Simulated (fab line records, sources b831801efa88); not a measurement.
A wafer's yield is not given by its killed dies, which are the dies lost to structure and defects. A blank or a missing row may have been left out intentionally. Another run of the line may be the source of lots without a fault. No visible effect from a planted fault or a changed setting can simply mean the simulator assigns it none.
fab line records	flow gf180mcu
[record] lots = 14	wafers = 42	last-day = 34
route steps=602 shown MVSD@69 M1@332 V1@338
lots that met no fault: taken from a fault-free run of the same line
start-h: hours from the record's first day to the start of the lot's first wafer shown	wait-h: how many hours have passed since the lot's step before this one	" same as the row above	L1.1+2: a single row standing in for several wafers	- either no value or no given start	* or withheld: withheld	< > ~ a bound
route shown NAME@n: NAME is a module with steps in the file, n the number in the route of the first one	usual: mean/standard deviation taken from wafers without a fault	same: alike in all rows	chamber/n: place in a boat	sites: each site's reading	_std_site: standard deviation across them	_edge_site: mean of outer sites minus mean of inner sites	radius-mm: for every site, how far away it sits from the centre of the wafer	mask NAME#n: copy n	behind: the tool/chamber that last shaped the wafer	hold: cause of the lot's hold/its duration in hours/its outcome	device: the transistor (n, p or np) that didn't switch	end of line: at the end of the route, the tests of the same wafers	step lacking rows: just its recipe	killed: at the first sort, the dies lost to defects and structure; wafer yield is something else	map: dies across one wafer; x = killed, . = not, _ = none there
set.NAME: the setting that was run; set.NAME@STEP: the one run at that earlier step	model.NAME: the simulator's own value behind a step, which no gauge read
the route's steps for a sample of lots (tables are steps, rows are wafers)
services: the hour from which a tool's chamber was out of use, counted from the record's first day as start-h (under 0 if before that day), plus the number of hours and why
[[steps]]
[step GF_MVSD_SOFTBAKE_03]
[recipe] temp-c = 110	time-s = withheld
[usual] heater-power-total-W = 65.32/0.13	plate-temp-C = 110.02/0.15
lot.wafer	tool	chamber	start-h	wait-h	heater-power-total-W	plate-temp-C
L808.4	litho-track-03	0	70.69	0.1	65.40	110.26
L808.5	"	0	"	"	65.49	110.06
L808.6	"	0	"	"	65.17	110.00
L810.2	litho-track-04	0	87.27	0.1	65.21	110.13
L810.3	"	0	"	"	65.09	110.01
L810.4	"	0	"	"	65.33	110.16
L811.1	litho-track-01	0	90.36	0.1	65.21	109.72
L811.2	"	0	"	"	65.44	109.91
L811.6	"	0	"	"	65.51	109.94
L812.1	litho-track-03	0	97.84	0.1	65.46	110.03
L812.4	"	0	"	"	65.31	110.13
L812.5	"	0	"	"	65.56	110.01
L813.2	litho-track-03	0	103.18	0.1	65.12	109.90
L813.4	"	0	"	"	65.14	109.80
L813.6	"	0	"	"	65.18	109.96
L814.1	litho-track-03	0	106.09	0.1	65.31	110.21
L814.4	"	0	"	"	65.30	109.90
L814.6	"	0	"	"	65.35	109.97
L815.3	litho-track-04	0	118.40	0.1	65.36	109.98
L815.5	"	0	"	"	65.11	109.92
L815.6	"	0	"	"	65.16	109.78
L816.2	litho-track-03	0	121.42	0.1	65.14	110.12
L816.5	"	0	"	"	65.36	110.21
L816.6	"	0	"	"	65.50	110.35
L817.1	litho-track-03	0	126.34	0.1	66.53	111.34
L817.3	"	0	"	"	66.41	111.49
L817.4	"	0	"	"	66.73	111.44
L820.1	litho-track-03	0	143.49	0.1	66.42	111.66
L820.4	"	0	"	"	66.65	111.60
L820.6	"	0	"	"	66.52	111.54
L827.3	litho-track-01	0	187.67	0.1	65.30	110.05
L827.5	"	0	"	"	65.46	110.20
L827.6	"	0	"	"	65.44	110.07
L828.1	litho-track-04	0	188.18	0.1	65.62	110.08
L828.2	"	0	"	"	65.19	110.12
L828.6	"	0	"	"	65.10	110.13
L829.1	litho-track-04	0	193.73	0.1	65.12	110.01
L829.2	"	0	"	"	65.37	109.89
L829.3	"	0	"	"	65.17	110.01
L831.1	litho-track-04	0	206.48	0.1	65.47	109.85
L831.5	"	0	"	"	65.40	109.94
L831.6	"	0	"	"	65.12	109.76
[step GF_M1_STRIP_17]
[recipe] chemistry = O2/N2	power-w = 1400	pressure-mtorr = 1500	platen-temp-c = 250	o2-flow-sccm = 3000	n2-flow-sccm = 300	overash-fraction = 0.5
[usual] drypump-motor-current-A = 5.93/0.24	heater-power-w = 345/29	oes-product-au = 0.558/0.0049	strip-time-to-endpoint-s = 7.88/0.048
lot.wafer	tool	chamber	start-h	wait-h	drypump-motor-current-A	heater-power-w	oes-product-au	rf-hours-counter-h	strip-time-to-endpoint-s
L808.4	plasma-asher-02	0	380.08	0.1	6.20	382	0.561	-	7.91
L808.5	"	0	"	"	6.19	369	0.559	-	7.93
L808.6	"	1	"	"	5.95	306	0.562	-	7.92
L810.2	plasma-asher-03	0	404.62	0.1	5.46	326	0.552	65	7.82
L810.3	"	1	"	"	5.86	325	0.549	-	7.81
L810.4	"	0	"	"	5.45	325	0.559	-	7.84
L811.1	plasma-asher-04	0	407.56	0.1	6.17	344	0.553	74	7.80
L811.2	"	1	"	"	5.83	383	0.550	74	7.82
L811.6	"	1	"	"	5.80	391	0.556	-	7.82
L812.1	plasma-asher-02	0	424.54	0.1	6.21	379	0.554	32	7.84
L812.4	"	0	"	"	6.17	377	0.562	-	7.83
L812.5	"	1	"	"	5.95	312	0.557	-	7.84
L813.2	plasma-asher-04	1	430.82	0.1	5.83	382	0.553	0	7.85
L813.4	"	0	"	"	6.17	367	0.559	-	7.93
L813.6	"	1	"	"	5.82	383	0.558	-	7.88
L814.1	plasma-asher-02	1	433.56	0.1	5.96	313	0.552	33	7.81
L814.4	"	0	"	"	6.22	370	0.562	-	7.90
L814.6	"	0	"	"	6.19	381	0.564	-	7.91
L815.3	plasma-asher-03	0	456.44	0.1	5.46	319	0.563	-	7.85
L815.5	"	1	"	"	5.84	336	0.559	-	7.89
L815.6	"	0	"	"	5.47	323	0.567	-	7.98
L816.2	plasma-asher-02	0	457.71	0.1	6.16	373	0.564	35	7.88
L816.5	"	1	"	"	6.00	313	0.558	-	7.87
L816.6	"	0	"	"	6.18	374	0.560	-	7.89
L817.1	plasma-asher-02	0	464.47	0.1	6.18	367	0.557	36	7.81
L817.3	"	1	"	"	5.96	311	0.555	-	7.84
L817.4	"	0	"	"	6.15	370	0.561	-	7.88
L820.1	plasma-asher-03	1	495.71	0.2	5.82	329	0.556	75	7.88
L820.4	"	0	"	"	5.47	325	0.559	-	7.92
L820.6	"	0	"	"	5.46	322	0.564	-	7.92
L827.3	plasma-asher-03	0	551.84	0.1	5.44	314	0.556	-	7.86
L827.5	"	1	"	"	5.85	328	0.567	-	7.84
L827.6	"	0	"	"	5.43	324	0.564	-	7.88
L828.1	plasma-asher-04	0	556.78	0.2	6.18	361	0.555	14	7.91
L828.2	"	1	"	"	5.82	377	0.562	14	7.93
L828.6	"	0	"	"	6.18	361	0.561	-	7.95
L829.1	plasma-asher-02	0	567.19	0.1	6.18	372	0.555	47	7.85
L829.2	"	1	"	"	5.93	312	0.560	47	7.84
L829.3	"	1	"	"	5.94	305	0.558	-	7.90
L831.1	plasma-asher-02	0	583.11	0.1	6.17	365	0.551	49	7.94
L831.5	"	0	"	"	6.21	380	0.567	-	7.89
L831.6	"	1	"	"	5.93	309	0.566	-	7.97
[step GF_V1_THK_MEAS_03]
[recipe] reads = SiO2_of_V1_CVD_02
[usual] V1_CVD_02_THK = 853/11
lot.wafer	tool	chamber	start-h	wait-h	V1_CVD_02_THK[nm]
L808.4	film-metro-04	-	380.86	0.0	854
L808.5	"	-	"	"	868
L808.6	"	-	"	"	859
L810.2	film-metro-04	-	405.54	0.1	854
L810.3	"	-	"	"	853
L810.4	"	-	"	"	859
L811.1	film-metro-04	-	408.71	0.0	836
L811.2	"	-	"	"	841
L811.6	"	-	"	"	841
L812.1	film-metro-04	-	425.28	0.0	851
L812.4	"	-	"	"	863
L812.5	"	-	"	"	879
L813.2	film-metro-04	-	431.60	0.1	849
L813.4	"	-	"	"	859
L813.6	"	-	"	"	866
L814.1	film-metro-04	-	434.39	0.0	837
L814.4	"	-	"	"	858
L814.6	"	-	"	"	865
L815.3	film-metro-04	-	457.51	0.1	857
L815.5	"	-	"	"	856
L815.6	"	-	"	"	875
L816.2	film-metro-04	-	458.80	0.0	855
L816.5	"	-	"	"	863
L816.6	"	-	"	"	862
L817.1	film-metro-02	-	465.21	0.0	852
L817.3	"	-	"	"	843
L817.4	"	-	"	"	850
L820.1	film-metro-04	-	496.79	0.0	840
L820.4	"	-	"	"	865
L820.6	"	-	"	"	851
L827.3	film-metro-04	-	552.70	0.1	841
L827.5	"	-	"	"	849
L827.6	"	-	"	"	836
L828.1	film-metro-04	-	557.55	0.0	851
L828.2	"	-	"	"	856
L828.6	"	-	"	"	858
L829.1	film-metro-02	-	567.93	0.0	847
L829.2	"	-	"	"	844
L829.3	"	-	"	"	825
L831.1	film-metro-01	-	583.84	0.0	856
L831.5	"	-	"	"	859
L831.6	"	-	"	"	861
[step GF_V1_THK_MEAS_25]
[recipe] thk-meas-gauge = xrf	reads = W_of_V1_CVD_23
[usual] V1_W_THK = 360/5.1
lot.wafer	tool	chamber	start-h	wait-h	V1_W_THK[nm]
L808.4	film-metro-04	-	405.34	0.1	364
L808.5	"	-	"	"	360
L808.6	"	-	"	"	366
L810.2	film-metro-04	-	430.84	0.1	358
L810.3	"	-	"	"	359
L810.4	"	-	"	"	362
L811.1	film-metro-04	-	434.08	0.1	351
L811.2	"	-	"	"	356
L811.6	"	-	"	"	360
L812.1	film-metro-04	-	450.74	0.1	357
L812.4	"	-	"	"	358
L812.5	"	-	"	"	358
L813.2	film-metro-04	-	457.10	0.1	355
L813.4	"	-	"	"	356
L813.6	"	-	"	"	362
L814.1	film-metro-02	-	460.84	0.1	359
L814.4	"	-	"	"	363
L814.6	"	-	"	"	353
L815.3	film-metro-02	-	482.88	0.1	355
L815.5	"	-	"	"	356
L815.6	"	-	"	"	360
L816.2	film-metro-01	-	484.43	0.1	361
L816.5	"	-	"	"	359
L816.6	"	-	"	"	365
L817.1	film-metro-04	-	491.14	0.1	359
L817.3	"	-	"	"	356
L817.4	"	-	"	"	352
L820.1	film-metro-04	-	522.37	0.1	359
L820.4	"	-	"	"	350
L820.6	"	-	"	"	358
L827.3	film-metro-04	-	575.75	0.1	368
L827.5	"	-	"	"	363
L827.6	"	-	"	"	350
L828.1	film-metro-04	-	581.38	0.1	361
L828.2	"	-	"	"	354
L828.6	"	-	"	"	354
L829.1	film-metro-02	-	591.43	0.1	367
L829.2	"	-	"	"	361
L829.3	"	-	"	"	363
L831.1	film-metro-04	-	607.04	0.1	361
L831.5	"	-	"	"	364
L831.6	"	-	"	"	356
[[services]]
tool	chamber	start-h	hours	kind
plasma-asher-04	-	67.40	14.6	pm
plasma-asher-02	-	108.75	9.0	pm
plasma-asher-02	0	108.75	9.0	vent-cycle
plasma-asher-02	1	108.75	9.0	vent-cycle
plasma-asher-02	0	117.75	-	clean
plasma-asher-02	1	117.75	-	clean
plasma-asher-03	-	163.02	3.9	repair
plasma-asher-03	-	180.40	1.0	repair
plasma-asher-02	-	186.07	4.1	repair
litho-track-04	-	245.76	-	consumable-replace:filter
plasma-asher-04	-	421.25	9.0	pm
plasma-asher-04	0	421.25	9.0	vent-cycle
plasma-asher-04	1	421.25	9.0	vent-cycle
plasma-asher-04	0	430.25	-	clean
plasma-asher-04	1	430.25	-	clean
plasma-asher-02	-	472.42	1.8	repair
plasma-asher-03	-	517.88	13.3	repair
plasma-asher-04	-	576.93	1.4	repair
[[key]]
[first-sign] step = GF_MVSD_SOFTBAKE_03	reading = plate-temp-C	direction = up	sigmas = 9.7	usual = *	struck = *
[effect] step = GF_MVSD_SOFTBAKE_03	reading = heater-power-total-W	direction = up	sigmas = 9.1	usual = 65.32	struck = 66.54
met-at GF_MVSD_SOFTBAKE_03
struck-lots L817,L820
tester-left-out L817,L820
not-acting-at GF_M1_STRIP_17,GF_V1_THK_MEAS_03,GF_V1_THK_MEAS_25
onset-between 121.42 126.34
[fault] kind = process-parameter-drift	tool = litho-track-03	chamber = -	onset-h = 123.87	steps = GF_MVSD_SOFTBAKE_03	channel = temp-c	offset = *	shape = step	end-h = 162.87	acts-in = *	stated = *
// tester-left-out: of these lots the tester's yield and bins aren't shown, on N5 and GAA mostly nor the transistor test; their killed dies are dies lost to structure and defects alone, not to doping, threshold or leakage, so they don't give the yield
